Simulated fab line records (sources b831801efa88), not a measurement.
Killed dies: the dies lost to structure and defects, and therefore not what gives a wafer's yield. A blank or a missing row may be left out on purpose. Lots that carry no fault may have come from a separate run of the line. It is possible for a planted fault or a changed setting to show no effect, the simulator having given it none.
Which tool did it? -- flow gf180mcu -- 12 lots, 36 wafers sampled, at 6 steps of a route of 602

## WHAT EACH GAUGE READ, for each wafer
GF_V2_THK_MEAS_03.
lot,measured,on,V2_CVD_02_THK (nm)
L893,day 19 13:58,film_metro-03,833 833 850
L898,day 21 07:39,film_metro-02,855 874 873
L899,day 21 19:55,film_metro-04,845 858 853
L905,day 23 17:40,film_metro-03,839 843 854
L906,day 24 01:47,film_metro-04,840 859 858
L907,day 24 11:06,film_metro-03,840 861 855
L908,day 24 22:28,film_metro-04,844 840 855
L909,day 25 05:15,film_metro-03,851 869 857
L910,day 25 11:23,film_metro-04,831 854 858
L911,day 25 16:38,film_metro-02,846 838 872
L912,day 26 02:46,film_metro-04,839 857 863
L915,day 27 06:42,film_metro-04,833 860 852

GF_V2_CD_MEAS_14: target cd 260 nm.
lot,measured,on,cd_nm (nm)
L893,day 20 15:09,cd_sem-01,262.0 263.3 260.8
L898,day 22 08:09,cd_sem-02,261.2 262.1 261.4
L899,day 22 20:04,cd_sem-01,257.9 258.0 256.9
L905,day 24 16:08,cd_sem-02,259.0 259.3 258.5
L906,day 24 23:48,cd_sem-01,257.6 257.6 258.5
L907,day 25 09:29,cd_sem-02,258.8 258.6 258.6
L908,day 25 21:10,cd_sem-02,259.9 259.4 258.8
L909,day 26 03:17,cd_sem-02,260.9 260.0 259.8
L910,day 26 08:31,cd_sem-02,270.5 269.9 270.6
L911,day 26 14:27,cd_sem-01,269.1 269.9 270.6
L912,day 27 00:52,cd_sem-02,267.6 266.4 268.6
L915,day 28 03:19,cd_sem-01,260.3 261.6 261.8

GF_V2_RS_MEAS_24: measures by four-point-probe.
lot,measured,on,V2_W_RS (ohm/sq)
L893,day 20 16:11,film_metro-03,0.325 0.328 0.328
L898,day 22 09:20,film_metro-02,0.320 0.320 0.323
L899,day 22 21:15,film_metro-03,0.329 0.330 0.323
L905,day 24 17:13,film_metro-03,0.328 0.328 0.330
L906,day 25 00:50,film_metro-02,0.325 0.325 0.324
L907,day 25 10:31,film_metro-04,0.320 0.320 0.327
L908,day 25 22:13,film_metro-04,0.329 0.330 0.323
L909,day 26 04:43,film_metro-02,0.323 0.319 0.321
L910,day 26 09:38,film_metro-02,0.323 0.329 0.323
L911,day 26 15:29,film_metro-02,0.329 0.325 0.325
L912,day 27 02:03,film_metro-03,0.326 0.328 0.323
L915,day 28 04:22,film_metro-02,0.320 0.324 0.321

## WHICH TOOL RAN EACH LOT (tool, then ch and the chambers of the sampled wafers, then the start)
lot,GF_V2_CVD_02,GF_V2_COAT_09,GF_V2_STRIP_18
L893,"pecvd-01 ch 0,2, day 19 13:53","litho_track-03 ch 0, day 20 02:00","plasma_asher-04 ch 0,1, day 20 15:26"
L898,"pecvd-02 ch 0,1, day 21 07:34","litho_track-03 ch 0, day 21 20:00","plasma_asher-03 ch 0,1, day 22 08:25"
L899,"pecvd-04 ch 0,2, day 21 19:50","litho_track-03 ch 0, day 22 08:00","plasma_asher-01 ch 0,1, day 22 20:20"
L905,"pecvd-02 ch 1,2, day 23 17:36","litho_track-01 ch 0, day 24 04:00","plasma_asher-03 ch 0,1, day 24 16:29"
L906,"pecvd-02 ch 1,2, day 24 01:43","litho_track-03 ch 0, day 24 12:00","plasma_asher-01 ch 0,1, day 25 00:04"
L907,"pecvd-04 ch 0,2, day 24 11:02","litho_track-01 ch 0, day 24 22:00","plasma_asher-03 ch 1, day 25 09:46"
L908,"pecvd-01 ch 1,2, day 24 22:23","litho_track-03 ch 0, day 25 09:00","plasma_asher-01 ch 0,1, day 25 21:26"
L909,"pecvd-04 ch 0,2, day 25 05:11","litho_track-02 ch 0, day 25 16:00","plasma_asher-01 ch 0,1, day 26 03:34"
L910,"pecvd-01 ch 0,1,2, day 25 11:17","litho_track-03 ch 0, day 25 22:00","plasma_asher-01 ch 0,1, day 26 08:47"
L911,"pecvd-04 ch 0,1, day 25 16:34","litho_track-03 ch 0, day 26 03:00","plasma_asher-01 ch 0,1, day 26 14:44"
L912,"pecvd-04 ch 0,1,2, day 26 02:41","litho_track-03 ch 0, day 26 13:00","plasma_asher-03 ch 0,1, day 27 01:08"
L915,"pecvd-01 ch 0,1,2, day 27 06:38","litho_track-02 ch 0, day 27 17:00","plasma_asher-04 ch 1, day 28 03:37"
- GF_V2_CVD_02: deposits SiO2 from TEOS, target thk 850 nm, time 94.851 s.
- GF_V2_COAT_09: resist thk 1000 nm.
- GF_V2_STRIP_18: strips in O2/N2.

## WHAT THE TOOLS THEMSELVES READ (means of the sampled wafers that have a number; where no wafer has one, the mark that the record gives instead)
GF_V2_CVD_02.
lot,tool,heater_power_w (W)
L893,pecvd-01,706
L898,pecvd-02,607
L899,pecvd-04,630
L905,pecvd-02,554
L906,pecvd-02,547
L907,pecvd-04,668
L908,pecvd-01,781
L909,pecvd-04,659
L910,pecvd-01,678
L911,pecvd-04,599
L912,pecvd-04,640
L915,pecvd-01,681

GF_V2_STRIP_18.
lot,tool,drypump_motor_current_A (A),heater_power_w (W),oes_product_au (a.u.),platen_temp_c (C)
L893,plasma_asher-04,5.6,292,0.587,249.72
L898,plasma_asher-03,5.7,327,0.595,249.95
L899,plasma_asher-01,6.3,342,0.595,249.82
L905,plasma_asher-03,5.6,332,0.589,249.97
L906,plasma_asher-01,6.0,332,0.594,249.76
L907,plasma_asher-03,5.6,344,0.595,249.99
L908,plasma_asher-01,6.1,329,0.594,249.92
L909,plasma_asher-01,6.3,346,0.599,249.89
L910,plasma_asher-01,6.3,350,0.503,250.05
L911,plasma_asher-01,6.3,351,0.504,250.05
L912,plasma_asher-03,5.6,332,0.507,249.71
L915,plasma_asher-04,5.8,278,0.596,250.04

## THE ANSWER, worked out from the rows above alone
Rule: the usual values come from the lots themselves. Put in order of their means at a reading, lots are off if they are a third of the lots or fewer, leave a main group of 4 or more, and stand apart from it by a gap of 3 or more times the standard deviation of the main group's means; of several such gaps the widest counts. A main group is skipped when, at the precision printed for the reading in the tables above, its means are all equal. Also off: a lot with no number at a reading for which 4 or more lots have one. Any other lot the step has rows for is counted as sound. After the gauges, taken in route order, come the tools' own readings; for these a lot's mean is taken, as printed above. At the first step where some lot is off, the reading lying furthest off is the one used; lots without a number count as furthest.
Off: L910, L911, L912 (GF_V2_CD_MEAS_14, cd_nm). Main group: mean 259.7 nm, sd 1.5.
If a tool, at a process step before that reading, ran all the lots that are off and no sound lot after the first of them, it fits. Not tried: the gauges at GF_V2_CD_MEAS_14; whatever is off there is also off at GF_V2_STRIP_18, on other tools, and gauge error can't account for it. One fits: GF_V2_COAT_09 on litho_track-03. A fault onset in the window from L908 (day 25 09:00, its last sound lot) to L910 (day 25 22:00, its first lot off) fits.

## WHAT WAS PUT IN BY THE SIMULATOR
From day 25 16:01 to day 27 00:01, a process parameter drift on litho_track-03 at GF_V2_COAT_09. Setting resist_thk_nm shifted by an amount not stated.
Shown lots that were struck: L910, L911, L912. The same result came from the rule above.
